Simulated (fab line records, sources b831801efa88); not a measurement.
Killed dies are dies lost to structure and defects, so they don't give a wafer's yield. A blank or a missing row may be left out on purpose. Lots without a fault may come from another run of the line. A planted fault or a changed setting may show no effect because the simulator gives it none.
fab line records | flow sky130
record lots=15 wafers=43 last_day=51
route steps=708 shown FIELD_ISO@14 PWDE@51 VT_ADJUST_LVTN@104
lots that met no fault: from a run of the same line without faults
start_h: hours from the record's first day to the start of the lot's first wafer shown | wait_h: hours since the lot's step before | " the same as in the row above | L1.1+2: a row that stands for several wafers | - no value, or no start given | * or withheld: withheld | < > ~ a bound
route shown NAME@n: a module of which the file shows steps, and the number in the route of the first | usual: mean/standard deviation of fault-free wafers | same: alike in all rows | chamber/n: place in a boat | sites: the reading at each site | _std_site: their standard deviation | _edge_site: outer sites' mean less inner sites' | radius_mm: how far each site lies from the wafer's centre | mask NAME#n: copy n | behind: the tool/chamber that last shaped the wafer | hold: why the lot was held/for how many hours/how that ended | device: the transistor (n, p or np) that didn't switch | end of line: the same wafers' tests at the end of the route | a step without rows: its recipe alone | killed: dies lost to structure and defects at the first sort, not the wafer's yield | map: a wafer's dies, x killed, . not, _ none there
set.NAME: the setting as run; set.NAME@STEP: as run at that earlier step | model.NAME: the simulator's own value behind a step, which no gauge read
steps of the route over a sample of lots; a table a step, a row a wafer
services: from which hour (start_h, from the record's first day; less than 0 if before it) a tool's chamber was out of use, for how many hours, and why
## steps
# step SKY_FIELD_ISO_CD_MEAS_13
# recipe target_cd_nm=150
# usual cd_nm=150.3/1.7
# columns lot.wafer tool chamber start_h wait_h cd_nm
L843.3 cd_sem-02 - 29.69 - 149.8
L843.4 " - " " 151.6
L843.6 " - " " 150.7
L844.1 cd_sem-02 - 33.30 - 150.7
L844.4 " - " " 150.2
L844.5 " - " " 150.2
L846.1 cd_sem-02 - 43.95 - 149.0
L846.2 " - " " 149.4
L846.5 " - " " 149.4
L847.1 cd_sem-02 - 52.54 - 150.1
L847.3 " - " " 148.8
L847.5 " - " " 150.1
L848.1 cd_sem-02 - 56.45 - 151.3
L848.3 " - " " 151.1
L848.4 " - " " 151.6
L852.3 cd_sem-02 - 75.94 - 148.2
L852.6 " - " " 148.9
L853.3 cd_sem-02 - 80.19 - 152.5
L853.5 " - " " 152.6
L859.1 cd_sem-01 - 111.94 - 149.0
L859.2 " - " " 149.7
L859.4 " - " " 149.1
L860.3 cd_sem-01 - 118.14 - 148.4
L860.4 " - " " 148.4
L860.6 " - " " 150.2
L861.2 cd_sem-01 - 122.02 - 148.9
L861.4 " - " " 149.1
L861.5 " - " " 147.7
L862.1 cd_sem-01 - 127.59 - 153.0
L862.3 " - " " 152.0
L862.4 " - " " 153.6
L863.1 cd_sem-01 - 132.40 - 149.2
L863.3 " - " " 149.2
L863.6 " - " " 150.3
L864.2 cd_sem-01 - 138.27 - 147.1
L864.4 " - " " 149.0
L864.5 " - " " 148.6
L865.2 cd_sem-01 - 144.31 - 149.3
L865.4 " - " " 149.0
L865.5 " - " " 148.0
L866.1 cd_sem-01 - 150.80 - 148.7
L866.3 " - " " 150.7
L866.6 " - " " 148.9
# step SKY_FIELD_ISO_ETCH_15
# recipe chemistry=CHF3/O2 target_depth_nm=180 stop_on=Si source_w=600 bias_w=200 pressure_mtorr=40 chf3_flow_sccm=50 O2_flow_sccm=5 time_s=72
# usual drypump_motor_current_A=5.7/0.37 oes_product_au=0.948/0.0067 throttle_valve_pct=8.845/0.0094
# columns lot.wafer tool chamber start_h wait_h drypump_motor_current_A oes_product_au rf_hours_counter_h throttle_valve_pct
L843.3 rie_diel-04 0 29.81 0.0 5.3 0.940 144 8.844
L843.4 " 1 " " 4.9 0.933 158 8.846
L843.6 " 2 " " 5.4 0.949 - 8.814
L844.1 rie_diel-01 0 33.47 0.0 5.5 0.946 134 8.848
L844.4 " 2 " " 5.9 0.939 - 8.842
L844.5 " 0 " " 5.5 0.948 - 8.834
L846.1 rie_diel-01 0 44.11 0.0 5.6 0.944 134 8.839
L846.2 " 2 " " 5.9 0.941 3 8.831
L846.5 " 2 " " 5.9 0.934 - 8.841
L847.1 rie_diel-01 2 52.70 0.0 5.9 0.949 3 8.851
L847.3 " 0 " " 5.6 0.939 134 8.854
L847.5 " 3 " " 5.9 0.940 - 8.849
L848.1 rie_diel-04 3 56.63 0.0 5.6 0.944 85 8.847
L848.3 " 0 " " 5.3 0.948 - 8.855
L848.4 " 3 " " 5.6 0.958 - 8.842
L852.3 rie_diel-01 1 76.06 0.0 5.9 0.958 150 8.833
L852.6 " 3 " " 5.9 0.953 - 8.857
L853.3 rie_diel-04 2 80.31 0.0 5.4 0.936 0 8.854
L853.5 " 0 " " 5.3 0.949 - 8.840
L859.1 rie_diel-02 3 112.10 0.0 6.4 0.954 31 8.847
L859.2 " 2 " " 5.4 0.939 43 8.847
L859.4 " 0 " " 6.1 0.952 52 8.841
L860.3 rie_diel-04 3 118.27 0.0 5.6 0.953 86 8.839
L860.4 " 0 " " 5.3 0.952 146 8.841
L860.6 " 1 " " 4.9 0.950 - 8.851
L861.2 rie_diel-01 3 122.16 0.0 5.9 0.940 24 8.833
L861.4 " 0 " " 5.5 0.949 136 8.857
L861.5 " 3 " " 5.9 0.944 - 8.829
L862.1 rie_diel-02 0 127.75 0.0 6.1 0.948 53 8.828
L862.3 " 1 " " 6.2 0.955 52 8.833
L862.4 " 3 " " 6.4 0.949 31 8.858
L863.1 rie_diel-02 0 132.56 0.0 6.1 0.945 53 8.848
L863.3 " 2 " " 5.4 0.952 43 8.867
L863.6 " 0 " " 6.1 0.950 - 8.850
L864.2 rie_diel-04 2 138.41 0.0 5.4 0.942 2 8.838
L864.4 " 0 " " 5.3 0.937 - 8.842
L864.5 " 3 " " 5.6 0.951 - 8.831
L865.2 rie_diel-01 1 144.45 0.0 5.9 0.951 151 8.850
L865.4 " 0 " " 5.6 0.954 136 8.856
L865.5 " 2 " " 5.9 0.958 - 8.873
L866.1 rie_diel-02 1 150.97 0.0 6.2 0.947 52 8.846
L866.3 " 0 " " 6.1 0.949 53 8.863
L866.6 " 1 " " 6.2 0.940 - 8.831
# step SKY_PWDE_DEVELOP_06
# recipe wall_angle_deg=90 developer=TMAH develop_time_s=60 dev_temp_c=23
# columns lot.wafer tool chamber start_h wait_h
L843.3+4+6 litho_track-02 0 70 -
L844.1+4+5 litho_track-02 0 74 -
L846.1+2+5 litho_track-01 0 85 -
L847.1+3+5 litho_track-01 0 92 -
L848.1+3+4 litho_track-01 0 95 -
L852.3+6 litho_track-01 0 119 -
L853.3+5 litho_track-01 0 122 -
L859.1+2+4 litho_track-02 0 157 -
L860.3+4+6 litho_track-02 0 164 -
L861.2+4+5 litho_track-02 0 169 -
L862.1+3+4 litho_track-02 0 175 -
L863.1+3+6 litho_track-03 0 178 -
L864.2+4+5 litho_track-02 0 184 -
L865.2+4+5 litho_track-03 0 191 -
L866.1+3+6 litho_track-02 0 212 -
# step SKY_PWDE_OVL_MEAS_07
# usual PWDE_OVL=0.7/1.3
# columns lot.wafer tool chamber start_h wait_h PWDE_OVL[nm]
L843.3 overlay-01 - 70.82 - 2.0
L843.4 " - " " 3.8
L843.6 " - " " 3.2
L844.1 overlay-01 - 74.20 - -0.1
L844.4 " - " " 1.7
L844.5 " - " " 0.3
L846.1 overlay-01 - 86.09 - 0.1
L846.2 " - " " 1.0
L846.5 " - " " 1.0
L847.1 overlay-01 - 93.04 - 0.9
L847.3 " - " " 1.4
L847.5 " - " " 0.9
L848.1 overlay-01 - 95.94 - 2.1
L848.3 " - " " -
L848.4 " - " " 3.1
L852.3 overlay-01 - 119.65 - -
L852.6 " - " " -
L853.3 overlay-02 - 123.10 - -
L853.5 " - " " -0.4
L859.1 overlay-02 - 157.40 - -1.3
L859.2 " - " " -0.8
L859.4 " - " " 0.2
L860.3 overlay-01 - 164.47 - 0.2
L860.4 " - " " 3.1
L860.6 " - " " 1.6
L861.2 overlay-01 - 170.01 - 1.1
L861.4 " - " " -1.0
L861.5 " - " " -0.6
L862.1 overlay-01 - 175.70 - 1.9
L862.3 " - " " 1.9
L862.4 " - " " 3.2
L863.1 overlay-02 - 179.00 - -0.1
L863.3 " - " " -0.8
L863.6 " - " " -0.8
L864.2 overlay-01 - 185.01 - 1.7
L864.4 " - " " 0.9
L864.5 " - " " 1.6
L865.2 overlay-01 - 191.85 - 0.7
L865.4 " - " " 2.1
L865.5 " - " " 0.8
L866.1 overlay-02 - 212.55 - -1.2
L866.3 " - " " 0.9
L866.6 " - " " 0.7
# step SKY_VT_ADJUST_LVTN_OVL_MEAS_07
# usual VT_ADJUST_LVTN_OVL=-0.4/1.5
# columns lot.wafer tool chamber start_h wait_h VT_ADJUST_LVTN_OVL[nm]
L843.3 overlay-01 - 144.16 - 1.4
L843.4 " - " " 1.6
L843.6 " - " " -0.7
L844.1 overlay-01 - 147.80 - -0.1
L844.4 " - " " 0.8
L844.5 " - " " 0.4
L846.1 overlay-01 - 162.19 - 0.2
L846.2 " - " " 0.9
L846.5 " - " " 1.3
L847.1 overlay-01 - 169.94 - 1.4
L847.3 " - " " 1.9
L847.5 " - " " 1.8
L848.1 overlay-01 - 172.05 - 0.8
L848.3 " - " " 1.9
L848.4 " - " " 0.6
L852.3 overlay-02 - 200.06 - 0.0
L852.6 " - " " -1.5
L853.3 overlay-02 - 202.15 - -2.3
L853.5 " - " " -1.7
L859.1 overlay-01 - 243.44 - 0.5
L859.2 " - " " 0.4
L859.4 " - " " -1.2
L860.3 overlay-02 - 253.31 - -1.1
L860.4 " - " " -1.2
L860.6 " - " " -1.8
L861.2 overlay-02 - 258.90 - -0.6
L861.4 " - " " -1.4
L861.5 " - " " 0.3
L862.1 overlay-02 - 265.74 - -4.2
L862.3 " - " " -2.5
L862.4 " - " " -3.2
L863.1 overlay-02 - 270.34 - -1.7
L863.3 " - " " -1.3
L863.6 " - " " -0.9
L864.2 overlay-02 - 277.95 - -1.4
L864.4 " - " " 0.2
L864.5 " - " " -1.1
L865.2 overlay-02 - 285.54 - -2.2
L865.4 " - " " -1.1
L865.5 " - " " -2.4
L866.1 overlay-02 - 310.64 - -1.1
L866.3 " - " " -1.1
L866.6 " - " " -1.2
## services
# columns tool chamber start_h hours kind
rie_diel-01 3 25.37 10.4 repair
rie_diel-01 - 37.88 2.0 repair
rie_diel-04 2 44.47 - clean
rie_diel-04 2 44.47 18.7 scheduled_down
rie_diel-04 2 44.47 18.7 vent_cycle
rie_diel-04 1 52.18 5.1 repair
rie_diel-02 2 52.27 2.5 repair
rie_diel-02 0 80.75 4.8 repair
rie_diel-01 3 95.34 17.3 repair
rie_diel-04 1 133.27 - clean
rie_diel-04 1 133.27 27.6 scheduled_down
rie_diel-04 1 133.27 27.6 vent_cycle
rie_diel-02 1 136.41 6.3 repair
rie_diel-01 1 172.54 - clean
rie_diel-01 1 172.54 21.2 scheduled_down
rie_diel-01 1 172.54 21.2 vent_cycle
rie_diel-04 1 179.42 6.4 repair
rie_diel-02 - 180.55 14.6 pm
rie_diel-04 2 188.53 4.3 repair
rie_diel-02 0 200.58 2.4 repair
rie_diel-04 0 200.86 - clean
rie_diel-04 0 200.86 18.9 scheduled_down
rie_diel-04 0 200.86 18.9 vent_cycle
## key
first_sign step=SKY_PWDE_OVL_MEAS_07 reading=PWDE_OVL direction=missing
effect none on later readings
met_at SKY_PWDE_DEVELOP_06
struck_lots L848,L852,L853
struck_wafers L848.3,L852.3,L852.6,L853.3
sort_left_out L848.3,L852.3,L852.6,L853.3
tester_left_out L848,L852,L853
not_acting_at SKY_FIELD_ISO_CD_MEAS_13,SKY_FIELD_ISO_ETCH_15,SKY_VT_ADJUST_LVTN_OVL_MEAS_07
onset_between 92 95
fault kind=process_parameter_drift tool=litho_track-01 chamber=- onset_h=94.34 steps=SKY_PWDE_DEVELOP_06 channel=develop_time_s offset=* shape=step end_h=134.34 scope=struck_wafers_only acts_in=* stated=*
# tester_left_out: of these lots the tester's yield and bins aren't shown, on N5 and GAA mostly nor the transistor test; their killed dies are dies lost to structure and defects alone, not to doping, threshold or leakage, so they don't give the yield
# sort_left_out: the simulated sort isn't trusted on such a fault, so these wafers' sort isn't shown, and their yield isn't known
